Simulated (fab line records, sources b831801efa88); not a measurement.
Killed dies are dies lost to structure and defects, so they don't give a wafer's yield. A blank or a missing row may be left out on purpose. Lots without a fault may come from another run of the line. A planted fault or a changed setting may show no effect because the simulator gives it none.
Which tool did it? | flow sky130 | 11 lots, 33 wafers sampled, at 7 steps of a route of 708

WHAT THE GAUGES READ, wafer by wafer
SKY_SD_P_TW_MEAS_11.
lot  | measured     | on            | SD_P_TW
L404 | day 25 06:07 | film_metro-04 | 2813 2804 2797
L405 | day 25 20:07 | film_metro-03 | 2847 2852 2864
L406 | day 26 02:52 | film_metro-04 | 2806 2813 2808
L407 | day 26 10:35 | film_metro-03 | 2834 2833 2844
L408 | day 27 00:58 | film_metro-03 | 2842 2849 2839
L409 | day 27 09:52 | film_metro-04 | 2820 2816 2832
L410 | day 27 11:49 | film_metro-03 | 2835 2873 2842
L414 | day 29 09:16 | film_metro-04 | 2067 2070 2070 2074 2076 2079
L415 | day 29 11:32 | film_metro-04 | 2078 2062 2084 2076 2056 2074
L416 | day 29 18:23 | film_metro-04 | 2049 2068 2056 2067 2064 2063
L417 | day 29 23:07 | film_metro-04 | 2061 2071 2076 2070 2065 2072

SKY_SD_N_RS_MEAS_17: measures by four-point-probe.
lot  | measured     | on            | SD_P_RS (ohm/sq)
L404 | day 27 17:17 | film_metro-02 | 147.2 147.1 146.8
L405 | day 28 06:59 | film_metro-04 | 147.1 147.3 146.9
L406 | day 28 13:05 | film_metro-02 | 146.6 146.8 146.5
L407 | day 28 21:16 | film_metro-02 | 146.1 146.3 146.5
L408 | day 29 10:43 | film_metro-03 | 147.2 147.6 147.6
L409 | day 29 18:42 | film_metro-02 | 146.6 147.0 147.0
L410 | day 29 22:05 | film_metro-03 | 146.9 146.7 146.9
L414 | day 31 17:44 | film_metro-03 | 52.1 52.0 52.0 52.0 52.1 52.0
L415 | day 31 18:54 | film_metro-03 | 51.9 51.9 51.8 51.8 52.0 51.8
L416 | day 32 02:07 | film_metro-04 | 52.1 52.0 52.0 52.2 52.0 52.1
L417 | day 32 06:29 | film_metro-02 | 52.2 52.2 52.0 52.1 52.1 52.0

SKY_LOCAL_INTERCONNECT_OVL_MEAS_12.
lot  | measured     | on         | LOCAL_INTERCONNECT_OVL (nm)
L404 | day 30 04:05 | overlay-02 | 4 7 8
L405 | day 30 17:28 | overlay-01 | -16 -4 -1
L406 | day 30 23:37 | overlay-02 | -5 -6 -1
L407 | day 31 07:01 | overlay-01 | -2 6 6
L408 | day 31 20:07 | overlay-01 | -5 -7 5
L409 | day 32 04:59 | overlay-02 | 4 -5 4
L410 | day 32 06:51 | overlay-01 | 3 -6 -5

WHICH TOOL RAN EACH LOT (tool, then ch and the chambers of the sampled wafers, then the start)
lot  | SKY_SPACER_ETCHBACK_02             | SKY_POLY_CUT_STRIP_12                | SKY_SD_P_IMPLANT_09             | SKY_SD_P_STRIP_10
L404 | rie_diel-02 ch 1,2, day 22 17:34   | plasma_asher-04 ch 0,1, day 24 00:16 | implanter-02 ch 0, day 25 05:54 | plasma_asher-02 ch 0,1, day 25 06:02
L405 | rie_diel-02 ch 0,1,3, day 23 08:20 | plasma_asher-02 ch 0,1, day 24 14:13 | implanter-01 ch 0, day 25 19:53 | plasma_asher-01 ch 0,1, day 25 20:01
L406 | rie_diel-01 ch 1,2,3, day 23 15:51 | plasma_asher-02 ch 0,1, day 24 21:22 | implanter-01 ch 0, day 26 02:39 | plasma_asher-02 ch 0,1, day 26 02:47
L407 | rie_diel-02 ch 0,3, day 23 23:22   | plasma_asher-03 ch 0, day 25 05:20   | implanter-01 ch 0, day 26 10:20 | plasma_asher-02 ch 0,1, day 26 10:29
L408 | rie_diel-01 ch 1,2,3, day 24 14:10 | plasma_asher-02 ch 0,1, day 25 19:46 | implanter-01 ch 0, day 27 00:43 | plasma_asher-03 ch 0,1, day 27 00:52
L409 | rie_diel-03 ch 1,2, day 24 23:28   | plasma_asher-03 ch 0,1, day 26 04:58 | implanter-01 ch 0, day 27 09:37 | plasma_asher-03 ch 0,1, day 27 09:46
L410 | rie_diel-02 ch 0,3, day 25 00:55   | plasma_asher-02 ch 0,1, day 26 06:29 | implanter-01 ch 0, day 27 11:34 | plasma_asher-01 ch 0,1, day 27 11:42
L414 | rie_diel-02 ch 2,3, day 26 23:43   | plasma_asher-02 ch 0, day 28 04:46   | implanter-02 ch 0, day 29 09:02 | plasma_asher-02 ch 0,1, day 29 09:10
L415 | rie_diel-01 ch 1,2, day 27 02:22   | plasma_asher-02 ch 0,1, day 28 07:07 | implanter-02 ch 0, day 29 11:17 | plasma_asher-01 ch 0,1, day 29 11:26
L416 | rie_diel-02 ch 1,2, day 27 09:44   | plasma_asher-04 ch 0, day 28 14:11   | implanter-03 ch 0, day 29 18:08 | plasma_asher-01 ch 0,1, day 29 18:17
L417 | rie_diel-03 ch 0,2,3, day 27 14:55 | plasma_asher-02 ch 0, day 28 19:28   | implanter-03 ch 0, day 29 22:52 | plasma_asher-02 ch 0,1, day 29 23:00
- SKY_SPACER_ETCHBACK_02: etches Si3N4 in CH3F/O2, stops on SiO2, time 46.7 s, target depth 45 nm.
- SKY_POLY_CUT_STRIP_12: strips in O2/N2.
- SKY_SD_P_IMPLANT_09
- SKY_SD_P_STRIP_10: strips in O2/N2.

WHAT THE TOOLS THEMSELVES READ (means of the sampled wafers that have a number; where no wafer has one, the mark that the record gives instead)
SKY_SPACER_ETCHBACK_02.
lot  | tool        | drypump_motor_current_A (A) | oes_product_au (a.u.) | rf_fwd_power_W (W) | throttle_valve_pct (%)
L404 | rie_diel-02 | 6.1                         | 0.856                 | 395.2              | 10.567
L405 | rie_diel-02 | 6.0                         | 0.857                 | 394.8              | 10.561
L406 | rie_diel-01 | 5.5                         | 0.854                 | 395.8              | 10.554
L407 | rie_diel-02 | 6.0                         | 0.851                 | 396.1              | 10.568
L408 | rie_diel-01 | 5.6                         | 0.847                 | 395.6              | 10.567
L409 | rie_diel-03 | 5.6                         | 0.858                 | 396.5              | 10.574
L410 | rie_diel-02 | 6.0                         | 0.855                 | 393.3              | 10.570
L414 | rie_diel-02 | 6.0                         | 0.852                 | 397.2              | 10.569
L415 | rie_diel-01 | 5.7                         | 0.856                 | 395.3              | 10.553
L416 | rie_diel-02 | 6.1                         | 0.855                 | 395.7              | 10.561
L417 | rie_diel-03 | 5.7                         | 0.854                 | 396.7              | 10.554

SKY_POLY_CUT_STRIP_12.
lot  | tool            | drypump_motor_current_A (A) | oes_product_au (a.u.) | strip_time_to_endpoint_s (s)
L404 | plasma_asher-04 | 6.2                         | 0.455                 | 5.358
L405 | plasma_asher-02 | 6.0                         | 0.450                 | 5.356
L406 | plasma_asher-02 | 5.9                         | 0.454                 | 5.361
L407 | plasma_asher-03 | 6.1                         | 0.446                 | 5.344
L408 | plasma_asher-02 | 5.9                         | 0.450                 | 5.398
L409 | plasma_asher-03 | 5.9                         | 0.458                 | 5.355
L410 | plasma_asher-02 | 5.9                         | 0.456                 | 5.362
L414 | plasma_asher-02 | 5.4                         | 0.451                 | 5.349
L415 | plasma_asher-02 | 5.7                         | 0.454                 | 5.366
L416 | plasma_asher-04 | 5.9                         | 0.455                 | 5.357
L417 | plasma_asher-02 | 5.4                         | 0.453                 | 5.379

SKY_SD_P_STRIP_10.
lot  | tool            | drypump_motor_current_A (A) | oes_product_au (a.u.) | strip_time_to_endpoint_s (s)
L404 | plasma_asher-02 | 5.9                         | 0.619                 | 17.46
L405 | plasma_asher-01 | 6.4                         | 0.614                 | 17.55
L406 | plasma_asher-02 | 5.9                         | 0.618                 | 17.49
L407 | plasma_asher-02 | 5.7                         | 0.615                 | 17.44
L408 | plasma_asher-03 | 5.9                         | 0.618                 | 17.46
L409 | plasma_asher-03 | 5.9                         | 0.614                 | 17.44
L410 | plasma_asher-01 | 6.4                         | 0.620                 | 17.44
L414 | plasma_asher-02 | 5.9                         | 0.600                 | 18.15
L415 | plasma_asher-01 | 6.4                         | 0.601                 | 18.21
L416 | plasma_asher-01 | 6.4                         | 0.601                 | 18.11
L417 | plasma_asher-02 | 5.7                         | 0.606                 | 18.16

THE ANSWER, worked out from the rows above alone
Rule: what is usual is taken from the lots themselves. Put in order of their means at a reading, lots are off if they are a third of the lots or fewer, leave a main group of 4 or more, and stand apart from it by a gap of 3 or more times the standard deviation of the main group's means; of several such gaps the widest counts. A main group whose means are all the same, to the digits that the tables above print for the reading, isn't used. A lot without any number at a reading at which 4 lots or more have one is off too. The other lots that the step has rows for count as sound. The gauges are gone through in route order, then the tools' own readings, and for those a lot's mean is taken as printed above. The first step at which some lot is off is used, and at that step the reading that is off furthest; a lot without a number counts as furthest.
No lot is off at any reading shown: from this, nothing can be told.

WHAT THE SIMULATOR HAD PUT IN
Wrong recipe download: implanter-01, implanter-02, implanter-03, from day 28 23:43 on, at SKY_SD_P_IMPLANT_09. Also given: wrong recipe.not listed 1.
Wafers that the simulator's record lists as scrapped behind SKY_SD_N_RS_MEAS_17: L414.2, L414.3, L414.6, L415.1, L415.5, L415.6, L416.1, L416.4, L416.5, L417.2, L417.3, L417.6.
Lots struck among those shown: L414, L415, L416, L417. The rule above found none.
